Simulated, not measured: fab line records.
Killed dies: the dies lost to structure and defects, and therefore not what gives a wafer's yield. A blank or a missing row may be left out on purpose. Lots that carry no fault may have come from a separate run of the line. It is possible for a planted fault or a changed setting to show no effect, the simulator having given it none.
2 desks looking at one fault || flow sky130 || only its own numbers are on each desk; what lay behind them is given at the end

## AT THE METROLOGY DESK
Lot by lot, what the gauges showed, no matter which tool ran the lot: averages of those sampled wafers that carry a number. A lot is out of limits, marked OUT, if its mean lies more than 4 standard deviations from the usual mean; the brackets give that distance.
Columns: A = METAL4_OVL at SKY_METAL4_OVL_MEAS_14, usual -4 nm
{"lot": "L962", "first seen here": "day 41 22:36", "A": -4}
{"lot": "L961", "first seen here": "day 41 22:40", "A": -2}
{"lot": "L966", "first seen here": "day 43 03:01", "A": -1}
{"lot": "L968", "first seen here": "day 43 21:21", "A": -5}
{"lot": "L970", "first seen here": "day 44 07:07", "A": -7}
{"lot": "L974", "first seen here": "day 45 04:30", "A": -2}
{"lot": "L978", "first seen here": "day 46 21:44", "A": -10}
{"lot": "L980", "first seen here": "day 47 00:02", "A": -3}
{"lot": "L981", "first seen here": "day 47 04:20", "A": -5}
{"lot": "L979", "first seen here": "day 47 05:58", "A": -6}
{"lot": "L984", "first seen here": "day 47 22:23", "A": -1}
This desk found nothing out of limits on any of the 11 lots.

## AT THE TOOL OWNER'S DESK: rie-metal-02
The tool's own readings at SKY_METAL5_METAL_ETCH_15 (etches the open film in Cl2/BCl3, stops on SiO2, target depth 1260 nm, time 252 s): means of the sampled wafers that have a number, for each lot that ran on this tool. A lot is out of limits, marked OUT, if its mean lies more than 4 standard deviations from the usual mean; the brackets give that distance.
Columns: A = drypump-motor-current-A at SKY_METAL5_METAL_ETCH_15, usual 5.8 A; B = oes-product-au at SKY_METAL5_METAL_ETCH_15, usual 0.895 a.u.; C = throttle-valve-pct at SKY_METAL5_METAL_ETCH_15, usual 22.264 %
{"lot": "L961", "first seen here": "day 44 00:08", "A": 6.1, "B": 0.897, "C": 22.261}
{"lot": "L966", "first seen here": "day 45 02:51", "A": 6.1, "B": 0.896, "C": 22.265}
{"lot": "L970", "first seen here": "day 46 05:17", "A": 6.1, "B": 0.894, "C": 22.267}
{"lot": "L974", "first seen here": "day 47 01:05", "A": 5.9, "B": "0.869 (-5.4) OUT", "C": 22.275}
{"lot": "L978", "first seen here": "day 48 15:19", "A": 6.0, "B": 0.875, "C": 22.277}
{"lot": "L979", "first seen here": "day 48 22:34", "A": 6.3, "B": "0.874 (-4.3) OUT", "C": 22.270}
This desk's finding: out of limits on L974, L979; first on L974, day 47 01:05 (oes-product-au at SKY_METAL5_METAL_ETCH_15). In limits: L961, L966, L970, L978.

## BROUGHT TOGETHER
At day 47 01:05, on L974, L979, the tool owner's desk was in a position to raise an alarm.
From the metrology desk's view, nothing was out of limits.
The metrology desk holds a record of L974, L979, inside its limits.
On rie-metal-02, each named lot ran SKY_METAL5_METAL_ETCH_15.

## WHAT THE SIMULATOR HAD INSERTED
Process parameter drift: rie-metal-02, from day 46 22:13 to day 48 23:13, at SKY_METAL5_METAL_ETCH_15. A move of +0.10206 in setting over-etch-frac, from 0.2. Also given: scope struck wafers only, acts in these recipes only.
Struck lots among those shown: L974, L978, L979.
Each desk's first reading out of limits, in hours after the fault started: the tool owner's desk, 3.
